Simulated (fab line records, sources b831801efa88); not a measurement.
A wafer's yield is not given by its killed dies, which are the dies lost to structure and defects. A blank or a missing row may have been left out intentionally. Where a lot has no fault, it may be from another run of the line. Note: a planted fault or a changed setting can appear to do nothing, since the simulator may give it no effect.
Which tool was responsible? ; flow sky130 ; 12 lots with 36 wafers sampled at 2 steps, on a route of 708 steps

WHAT THE GAUGES READ, wafer by wafer
SKY_NWELL_RS_MEAS_29: uses a four-point probe to measure. Usual: NWELL_RS gives 624.4 ohm/sq (standard deviation 1.3).
lot;measured;on;NWELL_RS (ohm/sq);flag
L744;day 5 13:29;filmMetro-02;622.1 624.3 624.7;
L745;day 5 15:37;filmMetro-02;623.9 624.4 625.3;
L747;day 6 00:41;filmMetro-01;622.9 623.8 624.3;
L748;day 6 09:26;filmMetro-01;625.6 626.2 624.3;
L751;day 7 02:15;filmMetro-01;626.8 627.4 626.3;
L752;day 7 08:57;filmMetro-01;626.1 624.8 624.7;
L754;day 7 22:48;filmMetro-02;625.1 625.7 624.7;
L755;day 8 03:15;filmMetro-02;624.5 622.9 623.5;
L761;day 9 14:04;filmMetro-02;603.8 604.1 603.5;OFF
L763;day 10 07:59;filmMetro-04;602.4 604.5 602.4;OFF
L764;day 10 13:07;filmMetro-01;625.2 623.7 624.0;
L766;day 10 21:32;filmMetro-01;623.9 624.0 626.0;

TOOL THAT RAN EACH LOT (tool first, then ch and the chambers of the sampled wafers, then the start)
lot;SKY_NWELL_IMPLANT_11
L744;implanter-03 ch 0, day 4 18:37
L745;implanter-02 ch 0, day 4 20:33
L747;implanter-02 ch 0, day 5 05:40
L748;implanter-04 ch 0, day 5 13:47
L751;implanter-02 ch 0, day 6 06:16
L752;implanter-03 ch 0, day 6 13:00
L754;implanter-03 ch 0, day 7 01:27
L755;implanter-04 ch 0, day 7 06:24
L761;implanter-03 ch 0, day 8 16:09
L763;implanter-03 ch 0, day 9 07:52
L764;implanter-04 ch 0, day 9 14:31
L766;implanter-02 ch 0, day 9 22:22
- SKY_NWELL_IMPLANT_11

WHAT THE TOOLS THEMSELVES READ (means of the sampled wafers that have a number; where no wafer has one, the mark that the record gives instead)
SKY_NWELL_IMPLANT_11. Usual: 400.01 for beamEnergyKeV, sd 0.13.
lot;tool;beamEnergyKeV;flag
L744;implanter-03;400.01;
L745;implanter-02;399.88;
L747;implanter-02;400.05;
L748;implanter-04;399.98;
L751;implanter-02;399.87;
L752;implanter-03;399.89;
L754;implanter-03;400.02;
L755;implanter-04;400.12;
L761;implanter-03;469.87;OFF
L763;implanter-03;469.97;OFF
L764;implanter-04;400.13;
L766;implanter-02;400.26;

THE ANSWER, worked out from the rows above alone
Rule: take the mean of a lot's wafers that have a number; if it is more than 3 standard deviations from the usual mean, the lot is off. Also off: a lot with no number at a reading for which 4 or more lots have one. All remaining lots with rows at the step are treated as sound. The gauges are gone through in route order, then the tools' own readings, and for those a lot's mean is taken as printed above. At the first step where some lot is off, the reading lying furthest off is the one used; lots without a number count as furthest.
Off: L761, L763, seen at SKY_NWELL_RS_MEAS_29 (NWELL_RS).
If a tool, at a process step before that reading, ran all the lots that are off and no sound lot after the first of them, it fits. The gauges at SKY_NWELL_RS_MEAS_29 aren't tried: what is off there is off at SKY_NWELL_IMPLANT_11 too, on other tools, and a gauge's error can't cause that. One fits: SKY_NWELL_IMPLANT_11 on implanter-03. A fault onset in the window from L754 (day 7 01:27, its last sound lot) to L761 (day 8 16:09, its first lot off) fits.
The tool's own readings at SKY_NWELL_IMPLANT_11 bear it out: on the lots that are off they differ by more than 5 times the standard deviation of the sound lots' means. beamEnergyKeV reads 469.92 there against 400.02 on the sound lots.

WHAT THE SIMULATOR HAD PUT IN
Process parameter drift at SKY_NWELL_IMPLANT_11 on implanter-03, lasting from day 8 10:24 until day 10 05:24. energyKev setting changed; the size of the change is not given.
Shown lots that were struck: L761, L763. The rule above reached the same finding.
